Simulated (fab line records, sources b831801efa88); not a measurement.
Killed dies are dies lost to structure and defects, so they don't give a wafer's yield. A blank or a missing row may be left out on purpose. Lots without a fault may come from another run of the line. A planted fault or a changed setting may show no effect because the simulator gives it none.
fab line records | flow sky130 | part 2 of 2: steps 31 to 43 of 43
record lots=5 wafers=15 last_day=49
route steps=708 shown FIELD_ISO@21 NWELL@32 DNWELL@35 PWDE@45
lots that met no fault: from a run of the same line without faults
start_h: hours from the record's first day to the start of the lot's first wafer shown | wait_h: hours since the lot's step before | " the same as in the row above | L1.1+2: a row that stands for several wafers | - no value, or no start given | * or withheld: withheld | < > ~ a bound
route shown NAME@n: a module of which the file shows steps, and the number in the route of the first | usual: mean/standard deviation of fault-free wafers | same: alike in all rows | chamber/n: place in a boat | sites: the reading at each site | _std_site: their standard deviation | _edge_site: outer sites' mean less inner sites' | radius_mm: how far each site lies from the wafer's centre | mask NAME#n: copy n | behind: the tool/chamber that last shaped the wafer | hold: why the lot was held/for how many hours/how that ended | device: the transistor (n, p or np) that didn't switch | end of line: the same wafers' tests at the end of the route | a step without rows: its recipe alone | killed: dies lost to structure and defects at the first sort, not the wafer's yield | map: a wafer's dies, x killed, . not, _ none there
set.NAME: the setting as run; set.NAME@STEP: as run at that earlier step | model.NAME: the simulator's own value behind a step, which no gauge read
lots at some steps of the route; a table a step, a row a wafer
services: from which hour (start_h, from the record's first day; less than 0 if before it) a tool's chamber was out of use, for how many hours, and why
## steps
# step SKY_PWDE_DEVELOP_06
# recipe wall_angle_deg=90 developer=TMAH develop_time_s=60 dev_temp_c=23
# columns lot.wafer tool chamber start_h wait_h
L079.3+5+6 litho_track-01 0 - -
L089.2+4+5 litho_track-01 0 - -
L090.4+5+6 litho_track-01 0 - -
L091.2+3+5 litho_track-02 0 - -
L092.1+3+5 litho_track-02 0 - -
# step SKY_PWDE_OVL_MEAS_07
# usual PWDE_OVL=-0.8/1.6
# columns lot.wafer tool chamber start_h wait_h PWDE_OVL[nm]
L079.3 overlay-01 - 98.22 - 0.7
L079.5 " - " " 0.2
L079.6 " - " " -0.2
L089.2 overlay-02 - 165.21 - -0.6
L089.4 " - " " -0.7
L089.5 " - " " 0.3
L090.4 overlay-01 - 165.57 - 0.0
L090.5 " - " " -1.9
L090.6 " - " " -1.0
L091.2 overlay-02 - 169.24 - 0.0
L091.3 " - " " -1.2
L091.5 " - " " -0.7
L092.1 overlay-01 - 169.59 - 0.2
L092.3 " - " " 0.5
L092.5 " - " " 0.9
# step SKY_PWDE_IMPLANT_08
# recipe species=B energy_kev=150 dose_cm2=3.6e+12 tilt_deg=withheld
# usual end_station_pressure_torr=5.02e-06/2.7e-07
# columns lot.wafer tool chamber start_h wait_h end_station_pressure_torr
L079.3 implanter-01 0 98.29 0.1 4.96e-06
L079.5 " 0 " " 5.63e-06
L079.6 " 0 " " 4.76e-06
L089.2 implanter-03 0 165.27 0.0 4.9e-06
L089.4 " 0 " " 4.73e-06
L089.5 " 0 " " 5.44e-06
L090.4 implanter-03 0 165.67 0.1 4.9e-06
L090.5 " 0 " " 5.42e-06
L090.6 " 0 " " 4.9e-06
L091.2 implanter-01 0 169.30 0.0 5.01e-06
L091.3 " 0 " " 5.4e-06
L091.5 " 0 " " 5.31e-06
L092.1 implanter-03 0 169.62 0.0 5.06e-06
L092.3 " 0 " " 4.87e-06
L092.5 " 0 " " 5.01e-06
# step SKY_PWDE_STRIP_09
# recipe chemistry=O2/N2 power_w=1400 pressure_mtorr=1500 platen_temp_c=withheld o2_flow_sccm=3000 n2_flow_sccm=300 overash_fraction=0.5
# usual drypump_motor_current_A=5.9/0.37 n2_flow_sccm=299.9/0.82 oes_product_au=0.722/0.0044 strip_time_to_endpoint_s=36.91/0.11
# columns lot.wafer tool chamber start_h wait_h drypump_motor_current_A n2_flow_sccm oes_product_au rf_hours_counter_h strip_time_to_endpoint_s
L079.3 plasma_asher-04 1 98.43 0.1 5.9 299.1 0.724 - 37.12
L079.5 " 0 " " 5.8 299.8 0.724 - 37.08
L079.6 " 1 " " 5.9 299.1 0.713 - 37.05
L089.2 plasma_asher-02 1 165.39 0.1 5.4 299.9 0.722 1 36.99
L089.4 " 1 " " 5.5 300.8 0.724 - 36.97
L089.5 " 1 " " 5.5 300.2 0.727 - 37.01
L090.4 plasma_asher-03 0 165.77 0.1 5.8 300.7 0.718 - 36.91
L090.5 " 1 " " 6.0 299.6 0.725 - 36.92
L090.6 " 0 " " 5.8 300.6 0.722 - 37.00
L091.2 plasma_asher-02 0 169.42 0.1 6.6 299.8 0.719 2 36.96
L091.3 " 0 " " 6.6 298.5 0.713 - 36.90
L091.5 " 1 " " 5.4 299.2 0.716 - 36.93
L092.1 plasma_asher-02 1 169.77 0.1 5.5 301.4 0.723 2 37.04
L092.3 " 1 " " 5.4 299.8 0.718 - 36.95
L092.5 " 0 " " 6.6 299.2 0.732 - 36.91
# step SKY_PWDE_TW_MEAS_10
# usual PWDE_TW=373.4/2.9
# columns lot.wafer tool chamber start_h wait_h PWDE_TW
L079.3 film_metro-04 - 98.51 0.1 374.0
L079.5 " - " " 375.5
L079.6 " - " " 375.4
L089.2 film_metro-04 - 165.50 0.1 376.9
L089.4 " - " " 375.5
L089.5 " - " " 376.9
L090.4 film_metro-04 - 165.87 0.1 378.2
L090.5 " - " " 378.4
L090.6 " - " " 379.7
L091.2 film_metro-02 - 169.53 0.1 376.8
L091.3 " - " " 375.3
L091.5 " - " " 376.4
L092.1 film_metro-03 - 169.87 0.1 369.1
L092.3 " - " " 370.5
L092.5 " - " " 370.0
# step SKY_NWELL_DEHYDRATE_03
# recipe temp_c=200 time_s=60
# columns lot.wafer tool chamber start_h wait_h
L079.3+5+6 litho_track-02 0 106.69 8.2
L089.2+4+5 litho_track-04 0 175.89 10.4
L090.4+5+6 litho_track-02 0 176.31 10.4
L091.2+3+5 litho_track-04 0 179.44 9.9
L092.1+3+5 litho_track-02 0 179.74 9.9
# step SKY_NWELL_HMDS_04
# recipe prime_time_s=60 prime_temp_c=120
# same prime_time_s=60
# columns lot.wafer tool chamber start_h wait_h
L079.3+5+6 litho_track-02 0 106.84 0.1
L089.2+4+5 litho_track-04 0 176.04 0.1
L090.4+5+6 litho_track-02 0 176.46 0.1
L091.2+3+5 litho_track-04 0 179.59 0.1
L092.1+3+5 litho_track-02 0 179.89 0.1
# step SKY_NWELL_COAT_05
# recipe spin_rpm=2000 resist_thk_nm=3000
# columns lot.wafer tool chamber start_h wait_h
L079.3+5+6 litho_track-02 0 106.99 0.1
L089.2+4+5 litho_track-04 0 176.19 0.1
L090.4+5+6 litho_track-02 0 176.61 0.1
L091.2+3+5 litho_track-04 0 179.74 0.1
L092.1+3+5 litho_track-02 0 180.04 0.1
# step SKY_NWELL_SOFTBAKE_06
# recipe temp_c=110 time_s=withheld
# columns lot.wafer tool chamber start_h wait_h
L079.3+5+6 litho_track-02 0 107.16 0.1
L089.2+4+5 litho_track-04 0 176.35 0.1
L090.4+5+6 litho_track-02 0 176.79 0.1
L091.2+3+5 litho_track-04 0 179.90 0.1
L092.1+3+5 litho_track-02 0 180.19 0.1
# step SKY_NWELL_EXPOSE_07
# recipe mask_id=NWM na=0.6 source_shape=conventional sigma_outer=0.6 polarization=unpolarized target_cd_nm=840 dose_mj=255
# columns lot.wafer tool chamber start_h wait_h mask
L079.3+5+6 iline_stepper-01 0 - - NWM#0
L089.2+4+5 iline_stepper-02 0 - - NWM#0
L090.4+5+6 iline_stepper-02 0 - - NWM#0
L091.2+3+5 iline_stepper-02 0 - - NWM#0
L092.1+3+5 iline_stepper-01 0 - - NWM#0
# step SKY_NWELL_PEB_08
# recipe temp_c=115 time_s=withheld
# columns lot.wafer tool chamber start_h wait_h
L079.3+5+6 litho_track-01 0 - -
L089.2+4+5 litho_track-02 0 - -
L090.4+5+6 litho_track-02 0 - -
L091.2+3+5 litho_track-01 0 - -
L092.1+3+5 litho_track-02 0 - -
# step SKY_NWELL_DEVELOP_09
# recipe wall_angle_deg=90 developer=TMAH develop_time_s=60 dev_temp_c=23
# columns lot.wafer tool chamber start_h wait_h
L079.3+5+6 litho_track-01 0 - -
L089.2+4+5 litho_track-02 0 - -
L090.4+5+6 litho_track-02 0 - -
L091.2+3+5 litho_track-01 0 - -
L092.1+3+5 litho_track-02 0 - -
# step SKY_NWELL_OVL_MEAS_10
# usual NWELL_00_OVL=-0.8/1.3
# columns lot.wafer tool chamber start_h wait_h NWELL_00_OVL[nm]
L079.3 overlay-02 - 116.72 - -1.4
L079.5 " - " " 0.3
L079.6 " - " " -0.5
L089.2 overlay-01 - 186.09 - 1.9
L089.4 " - " " -0.4
L089.5 " - " " 0.0
L090.4 overlay-01 - 186.46 - 0.7
L090.5 " - " " -2.0
L090.6 " - " " 1.4
L091.2 overlay-01 - 190.26 - -2.4
L091.3 " - " " -1.9
L091.5 " - " " -1.0
L092.1 overlay-02 - 190.59 - -0.7
L092.3 " - " " 0.2
L092.5 " - " " -1.7
## services
# columns tool chamber start_h hours kind
plasma_asher-01 - 39.78 9.3 repair
furnace-02 - 40.71 5.3 repair
iline_stepper-01 - 47.23 6.9 repair
furnace-02 - 51.54 2.6 pm
hdpcvd-01 - 66.75 15.0 pm
implanter-03 - 74.66 2.4 repair
wet_bench-01 - 78.99 4.0 repair
iline_stepper-02 - 86.11 5.5 repair
wet_bench-02 - 91.48 0.9 repair
cmp-01 - 100.26 7.2 pm
hdpcvd-01 1 105.72 2.3 repair
plasma_asher-02 - 107.70 8.8 repair
plasma_asher-02 - 116.51 9.0 pm
plasma_asher-02 - 118.57 22.4 repair
plasma_asher-02 - 148.01 12.0 repair
furnace-01 - 159.60 4.2 pm
cmp-01 - 162.84 1.1 repair
iline_stepper-02 - 162.93 1.1 repair
iline_stepper-02 - 163.98 1.7 pm
wet_bench-03 - 171.53 4.0 repair
furnace-02 - 176.78 1.3 repair
implanter-03 - 179.70 5.0 repair
furnace-01 - 180.81 4.5 pm
cmp-01 - 186.48 4.6 repair
